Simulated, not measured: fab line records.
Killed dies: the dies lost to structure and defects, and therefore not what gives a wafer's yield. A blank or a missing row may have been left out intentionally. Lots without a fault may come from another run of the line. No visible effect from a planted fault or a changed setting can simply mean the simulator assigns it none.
Comparing a struck lot with a sound one    flow gf180mcu    14 out of 602 route steps
Sound: the wafers L697.1, L697.3, L697.4. Wafers struck: L705.1, L705.4, L705.5. Last of all comes the cause.
At each step with rows: each side's tool, then ch and its chambers, then its first start. Under that, the readings that differ: sound wafers    struck wafers    difference of the means    sigmas: that difference in standard deviations of wafers without a fault.
alike: a reading whose means differ by less than 2 such deviations, as well as words and numbers matching on both sides. not compared: withheld readings; readings where some wafer has no value; bounds like >300 that might hide an equal value; numbers whose values overlap and for which the record gives no deviation.
The two part at a step that has a row with sigmas, a row that says differs or no value, or rows on one side only. Numbers that have no deviation but don't overlap get no sigmas and don't part them. A reading missing from all wafers of one side parts the sides only when that side holds two or more wafers.

first, 3 steps without rows for these wafers: GF_STI_EXPOSE_09 (exposes mask COMP, target cd 220 nm); GF_STI_PEB_10 (peb time 90 s); GF_STI_DEVELOP_11 (develop time 60 s).
GF_STI_CD_MEAS_12: the cd target is 220 nm.
  sound on cd-sem-02 at day 2 16:31; struck on cd-sem-01 at day 4 10:10
  alike: cd-nm
GF_STI_ETCH_13: etches the open film in CHF3/O2, stops on Si, target depth 282.31 nm, time 112.9 s.
  sound on rie-diel-04 ch 0,2,3, day 2 16:38; struck on rie-diel-04 ch 1,2, day 4 10:17
  alike: drypump-motor-current-A, oes-product-au, throttle-valve-pct
  not compared: rf-hours-counter-h
GF_STI_ETCH_14: etches Si in HBr/Cl2/O2, target depth 360 nm, time 102.9 s.
  sound on rie-si-01 ch 1,2,3, day 2 16:43; struck on rie-si-02 ch 1,3, day 4 10:22
  alike: drypump-motor-current-A, oes-product-au, throttle-valve-pct
  not compared: rf-hours-counter-h
GF_STI_STRIP_15: strips in O2/N2.
  sound on plasma-asher-02 ch 0,1, day 2 16:47; struck on plasma-asher-02 ch 0,1, day 4 10:26
  alike: drypump-motor-current-A, heater-power-w, n2-flow-sccm, oes-product-au, strip-time-to-endpoint-s
  not compared: rf-hours-counter-h
then, 5 steps without rows for these wafers: GF_STI_CLEAN_16 (cleans in dHF, time 25 s); GF_STI_WET_ETCH_17 (etches Si3N4 in H3PO4, target depth 45 nm, time 514 s); GF_STI_CLEAN_18 (cleans in SC1/SC2, time 150 s); GF_STI_CLEAN_19 (cleans in dHF, time 20 s); GF_STI_WET_ETCH_20 (etches SiO2 in dHF, target depth 20 nm, time 400 s).
GF_STI_OXIDATION_21: stabilise 600 s, purge 300 s, target thk 15 nm.
  struck on furnace-01, day 4 11:02; sound on furnace-02 ch 0, day 2 17:33
  no value came back on the struck wafers for ox-temp-c (C), ox-temp-c-max, spike-tc-top-C (C), spike-tc-upper-C (C); on the sound wafers ox-temp-c (C) reads 1000.9 1000.0 1000.3
then, 1 step without rows for these wafers: GF_STI_CVD_23 (deposits SiO2, target thk 650 nm, time 108.3 s).

WHERE THEY PART
Only at GF_STI_OXIDATION_21, within this record.

WHY: whatever the simulator had introduced
Step skipped in full: furnace-01, at GF_STI_OXIDATION_21, from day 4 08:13 onward. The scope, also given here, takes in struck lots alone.
